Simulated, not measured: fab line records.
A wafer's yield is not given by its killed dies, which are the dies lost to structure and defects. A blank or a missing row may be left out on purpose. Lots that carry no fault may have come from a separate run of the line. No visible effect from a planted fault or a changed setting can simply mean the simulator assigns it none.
The tool behind it: which one?	flow sky130	route of 708 steps, sampled at 1 step: 13 lots, 39 wafers

## WHAT EACH GAUGE READ, for each wafer
SKY_LOCAL_INTERCONNECT_CD_MEAS_11: target cd 170 nm. Usual: 169.9 nm for cd nm, sd 1.4.
lot	measured	on	cd nm (nm)	flag
L210	day 30 12:09	cd sem-01	169.9 169.5 170.1	
L211	day 30 12:45	cd sem-01	170.6 170.1 169.2	
L214	day 31 14:14	cd sem-02	168.8 168.5 168.3	
L218	day 33 03:24	cd sem-01	170.2 169.6 170.9	
L220	day 33 18:38	cd sem-01	169.7 170.3 169.2	
L222	day 34 21:53	cd sem-01	171.8 172.8 170.5	
L221	day 35 00:38	cd sem-02	169.6 168.6 169.4	
L224	day 35 18:46	cd sem-01	171.5 172.2 172.5	
L226	day 36 06:06	cd sem-02	169.0 170.9 169.3	
L230	day 36 20:58	cd sem-02	171.9 170.6 169.8	
L231	day 37 00:28	cd sem-01	170.4 171.7 169.1	
L232	day 37 10:39	cd sem-01	171.8 171.8 172.7	
L233	day 37 18:17	cd sem-01	171.4 169.9 169.4	

## EACH LOT AND THE TOOL THAT RAN IT (in order: tool; ch and the chambers of the sampled wafers; start)
The record holds no process step before these readings.

## WHAT THE TOOLS THEMSELVES READ (means of the sampled wafers that have a number; where no wafer has one, the mark that the record gives instead)
The record holds no such reading with a usual standard deviation.

## THE ANSWER, worked out from the rows above alone
Rule: take the mean of a lot's wafers that have a number; if it is more than 3 standard deviations from the usual mean, the lot is off. Also off: a lot with no number at a reading for which 4 or more lots have one. The other lots that the step has rows for count as sound. First the gauges in route order, then the tools' own readings, where a lot's mean is used as printed above. The first step at which some lot is off is used, and at that step the reading that is off furthest; a lot without a number counts as furthest.
No lot is off at any reading shown: from this, nothing can be told.

## WHAT HAD BEEN PUT IN BY THE SIMULATOR
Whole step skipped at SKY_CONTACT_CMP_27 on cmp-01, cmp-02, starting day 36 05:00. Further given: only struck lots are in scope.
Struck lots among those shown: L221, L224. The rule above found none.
